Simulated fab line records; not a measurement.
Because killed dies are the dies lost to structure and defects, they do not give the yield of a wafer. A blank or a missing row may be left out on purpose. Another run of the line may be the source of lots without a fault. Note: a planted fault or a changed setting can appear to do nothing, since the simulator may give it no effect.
A lot that was struck, set against a sound lot | flow sfq line | 32 steps out of a route of 325
Sound: the wafers L778.2, L778.3, L778.4. Struck: wafers L775.1, L775.3, L775.6. The cause is named last.
Order at every step that has rows: each side's tool, ch and its chambers, its first start. Under that, the readings that differ: sound wafers | struck wafers | difference of the means | sigmas: that difference in standard deviations of wafers without a fault.
alike: same words and numbers on both sides, and readings whose means sit less than 2 such deviations apart. not compared: any withheld reading, any reading some wafer has no value for, any bound like >300 that may hide the same value, and any number with overlapping values for which the record gives no deviation.
Wherever a step has rows on one side only, a row that says differs or no value, or a row with sigmas, the two part there. Non-overlapping numbers with no deviation appear without sigmas and do not part them. Lack of a reading on every wafer of one side parts them only where that side has two or more wafers.

SFQ_INCOMING_BOW_MEAS_900:
  struck on film metro-01, day 5 09:00; sound on film metro-01, day 6 00:01
  alike: INCOMING_BOW
then, 1 step without rows for these wafers: SFQ_TRILAYER_INCOMING_OXIDATION_002 (target thk 500 nm, ox time 4939 s).
SFQ_TRILAYER_L0_DEP_SPUTTER_003: material MoNx KI, target thk 40 nm, time 100 s.
  struck on pvd sputter-03, day 5 11:29; sound on pvd sputter-05, day 6 02:29
  reading                                                  | sound             | struck            | difference | sigmas
  model.MoNx_KI_of_TRILAYER_L0_DEP_SPUTTER_003.thk nm (nm) | 39.83 39.95 39.87 | 62.81 62.45 62.32 | +22.64     |
  alike: throttle valve pct
SFQ_L0_RS_MEAS_901: measures by four-point-probe.
  struck on film metro-03, day 5 11:34; sound on film metro-03, day 6 02:35
  reading                | sound          | struck         | difference | sigmas
  L0_MONX_KI_RS (ohm/sq) | 43.7 43.6 43.7 | 27.7 27.9 27.9 | -15.8      | -34
SFQ_L0_THK_MEAS_902: measures by xrf.
  struck on film metro-03, day 5 11:41; sound on film metro-03, day 6 02:41
  reading             | sound          | struck         | difference | sigmas
  L0_MONX_KI_THK (nm) | 39.3 39.5 39.4 | 62.3 61.7 62.0 | +22.6      | +51
then, 6 steps without rows for these wafers: SFQ_TRILAYER_L0_LITHO_COAT_010 (resist thk 62 nm); SFQ_TRILAYER_L0_LITHO_COAT_005 (resist thk 600 nm); SFQ_TRILAYER_L0_LITHO_SOFTBAKE_009; SFQ_TRILAYER_L0_LITHO_EXPOSE_006 (exposes mask L0, target cd 2000 nm); SFQ_TRILAYER_L0_LITHO_PEB_008 (peb time 60 s); SFQ_TRILAYER_L0_LITHO_DEVELOP_007 (time 60 s).
-- the record jumps here: 3 days lie between the struck wafers' starts before and after --
SFQ_TRILAYER_L0_BARC_OPEN_METAL_ETCH_010: etches BARC in O2, target depth 125 nm, time 41.7 s.
  sound on rie metal-04 ch 0,1, day 8 23:50; struck on rie metal-01 ch 1, day 8 10:38
  alike: chamber pressure mTorr, drypump motor current A, oes product au
  not compared: rf hours counter h
SFQ_TRILAYER_L0_ETCH_METAL_ETCH_008: etches MoNx KI in SF6/O2, stops on SiO2, target depth 50 nm, time 25 s.
  sound on rie metal-04 ch 0,1, day 8 23:53; struck on rie metal-01 ch 1, day 8 10:41
  reading               | sound             | struck            | difference | sigmas
  oes product au (a.u.) | 0.878 0.881 0.868 | 0.999 1.003 1.001 | +0.125     | +18
  alike: chamber pressure mTorr, drypump motor current A
  not compared: rf hours counter h
then, 2 steps without rows for these wafers: SFQ_TRILAYER_L0_STRIP_STRIP_009 (strips in O2); SFQ_TRILAYER_L0_STRIP_SOLV_CLEAN_010 (cleans in NMP, time 600 s).
SFQ_TRILAYER_L0_CAP_PECVD_011: deposits SiO2 from SiH4/N2O, time 13.333 s, target thk 60 nm.
  sound on pecvd-01 ch 1,2, day 9 00:43; struck on pecvd-01 ch 0,1,2, day 8 11:31
  alike: chamber pressure Torr, heater power w, throttle valve pct
then, 6 steps without rows for these wafers: SFQ_TRILAYER_L0_VIA_LITHO_COAT_018 (resist thk 62 nm); SFQ_TRILAYER_L0_VIA_LITHO_COAT_013 (resist thk 650 nm); SFQ_TRILAYER_L0_VIA_LITHO_SOFTBAKE_017; SFQ_TRILAYER_L0_VIA_LITHO_EXPOSE_014 (exposes mask L0V, target cd 700 nm); SFQ_TRILAYER_L0_VIA_LITHO_PEB_016 (peb time 60 s); SFQ_TRILAYER_L0_VIA_LITHO_DEVELOP_015 (time 60 s).
-- the record jumps here: 2 days lie between the struck wafers' starts before and after --
SFQ_L0V_OVL_MEAS_903:
  struck on overlay-01, day 10 13:55; sound on overlay-01, day 11 05:31
  alike: L0V_OVL
SFQ_TRILAYER_L0_VIA_BARC_OPEN_VIA_ETCH_021: etches BARC in O2, target depth 125 nm, time 41.7 s.
  sound on rie diel-03 ch 0,2,3, day 11 05:33; struck on rie diel-03 ch 1,2,3, day 10 13:57
  alike: chamber pressure mTorr, drypump motor current A, oes product au
  not compared: rf hours counter h
SFQ_TRILAYER_L0_VIA_ETCH_VIA_ETCH_016: etches SiO2 in CHF3, stops on MoNx KI, target depth 80 nm.
  sound on rie diel-03 ch 0,2,3, day 11 05:35; struck on rie diel-03 ch 1,2,3, day 10 13:59
  alike: chamber pressure mTorr, drypump motor current A, oes product au
then, 3 steps without rows for these wafers: SFQ_TRILAYER_L0_VIA_STRIP_STRIP_017 (strips in O2); SFQ_TRILAYER_L0_VIA_STRIP_SOLV_CLEAN_018 (cleans in NMP, time 600 s); SFQ_TRILAYER_M0_DEP_PRE_CLEAN_020 (time 15 s).
SFQ_TRILAYER_M0_DEP_SPUTTER_019: material Nb, target thk 200 nm, time 133.3 s.
  struck on pvd sputter-06, day 10 14:50; sound on pvd sputter-04, day 11 06:37
  alike: throttle valve pct
SFQ_M0_RS_MEAS_904: measures by four-point-probe.
  struck on film metro-04, day 10 14:56; sound on film metro-03, day 11 06:44
  alike: M0_NB_RS
then, 1 step without rows for these wafers: SFQ_TRILAYER_M0_LITHO_COAT_026 (resist thk 62 nm).
-- the record jumps here: 83 days lie between the struck wafers' starts before and after --
SFQ_M8_BOW_MEAS_951:
  struck on film metro-02, day 93 22:16; sound on film metro-04, day 95 01:12
  reading                       | sound             | struck            | difference | sigmas
  model.etest.l0.ohm sq         | 43.66 43.53 43.61 | 27.68 27.85 27.91 | -15.79     |
  model.etest.l0.comb log10 ohm | 12 12 12          | 0 0 0             | -12        |
  alike: M8_BOW

WHERE THEY PART
At SFQ_L0_RS_MEAS_901 first; at SFQ_TRILAYER_L0_ETCH_METAL_ETCH_008 last (within this record only). Later steps at which nothing parts them and some readings are alike: SFQ_TRILAYER_L0_CAP_PECVD_011, SFQ_L0V_OVL_MEAS_903, SFQ_TRILAYER_L0_VIA_BARC_OPEN_VIA_ETCH_021, SFQ_TRILAYER_L0_VIA_ETCH_VIA_ETCH_016, SFQ_TRILAYER_M0_DEP_SPUTTER_019, SFQ_M0_RS_MEAS_904, SFQ_M8_BOW_MEAS_951.

WHY: the cause the simulator had injected
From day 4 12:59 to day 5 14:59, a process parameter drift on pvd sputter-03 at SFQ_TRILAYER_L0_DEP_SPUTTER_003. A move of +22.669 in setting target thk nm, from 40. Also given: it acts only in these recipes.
